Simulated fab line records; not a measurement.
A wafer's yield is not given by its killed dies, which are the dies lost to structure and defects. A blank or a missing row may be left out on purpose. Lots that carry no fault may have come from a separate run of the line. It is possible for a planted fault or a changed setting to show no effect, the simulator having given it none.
Which tool was responsible? | flow sky130 | 13 lots, 39 wafers sampled, at 1 step of a route of 708

## WHAT EACH GAUGE READ, for each wafer
No reading from a measuring or inspecting step in the record can be judged against a usual standard deviation.

## WHAT TOOL EACH LOT RAN ON (gives the tool, then ch and the chambers of the sampled wafers, and finally the start)
lot  | SKY_POLY_GATE_ETCH_16
L781 | rieDiel-03 ch 0,1,3, day 16 20:34
L782 | rieDiel-04 ch 0,1,2, day 17 02:54
L783 | rieDiel-01 ch 0,3, day 17 10:15
L789 | rieDiel-01 ch 1,2,3, day 20 21:22
L793 | rieDiel-03 ch 0,1,2, day 21 17:08
L794 | rieDiel-03 ch 1,2,3, day 22 03:15
L795 | rieDiel-03 ch 0,2,3, day 22 14:19
L796 | rieDiel-03 ch 0,1,3, day 22 22:30
L797 | rieDiel-04 ch 1,2,3, day 23 07:59
L799 | rieDiel-04 ch 0,1,2, day 23 20:03
L800 | rieDiel-03 ch 0,1,2, day 24 06:42
L801 | rieDiel-01 ch 1,2, day 24 07:08
L802 | rieDiel-04 ch 1,2, day 24 11:05
- SKY_POLY_GATE_ETCH_16: etches Si3N4 in CH3F/O2, stops on poly-Si, time 147.5 s, target depth 75 nm.

## AS READ BY THE TOOLS THEMSELVES (means over the sampled wafers that have a number; for cases with no such wafer, the mark the record gives instead)
SKY_POLY_GATE_ETCH_16. Usual: O2_flow_sccm 30.00 sccm, standard deviation 0.085; biasW 80.01 W, standard deviation 0.26; drypumpMotorCurrentA 5.8 A, standard deviation 0.56; oesProductAu 0.642 a.u., standard deviation 0.0049; throttleValvePct 10.534 %, standard deviation 0.0086.
lot  | tool       | O2_flow_sccm (sccm) | biasW (W) | drypumpMotorCurrentA (A) | oesProductAu (a.u.) | throttleValvePct (%) | flag
L781 | rieDiel-03 | 30.04               | 80.06     | 6.4                      | 0.638               | 10.537               | 
L782 | rieDiel-04 | 29.97               | 80.03     | 5.4                      | 0.640               | 10.532               | 
L783 | rieDiel-01 | 30.01               | 80.20     | 5.8                      | 0.644               | 10.527               | 
L789 | rieDiel-01 | 29.96               | 83.93     | 5.6                      | 0.649               | 10.540               | OFF
L793 | rieDiel-03 | 29.99               | 80.17     | 6.2                      | 0.636               | 10.543               | 
L794 | rieDiel-03 | 29.93               | 80.05     | 5.9                      | 0.644               | 10.531               | 
L795 | rieDiel-03 | 29.99               | 80.10     | 5.9                      | 0.641               | 10.529               | 
L796 | rieDiel-03 | 29.96               | 80.00     | 6.4                      | 0.646               | 10.537               | 
L797 | rieDiel-04 | 30.02               | 79.98     | 5.5                      | 0.643               | 10.530               | 
L799 | rieDiel-04 | 30.03               | 80.22     | 5.4                      | 0.642               | 10.535               | 
L800 | rieDiel-03 | 30.02               | 79.88     | 6.2                      | 0.639               | 10.530               | 
L801 | rieDiel-01 | 30.09               | 79.90     | 5.4                      | 0.642               | 10.530               | 
L802 | rieDiel-04 | 30.03               | 79.84     | 5.3                      | 0.641               | 10.538               | 

## THE ANSWER, worked out from the rows above alone
Rule: a lot is off if the mean of its wafers that have a number lies more than 3 standard deviations from the usual mean. A lot without any number at a reading at which 4 lots or more have one is off too. The other lots that the step has rows for count as sound. The gauges are gone through in route order, then the tools' own readings, and for those a lot's mean is taken as printed above. At the first step where some lot is off, the reading lying furthest off is the one used; lots without a number count as furthest.
Off at SKY_POLY_GATE_ETCH_16 (biasW): L789.
A tool fits if, at that step or a process step before it, it ran every lot that is off, and no sound lot after the first of them. None of those tried fits.

## WHAT THE SIMULATOR HAD PUT IN
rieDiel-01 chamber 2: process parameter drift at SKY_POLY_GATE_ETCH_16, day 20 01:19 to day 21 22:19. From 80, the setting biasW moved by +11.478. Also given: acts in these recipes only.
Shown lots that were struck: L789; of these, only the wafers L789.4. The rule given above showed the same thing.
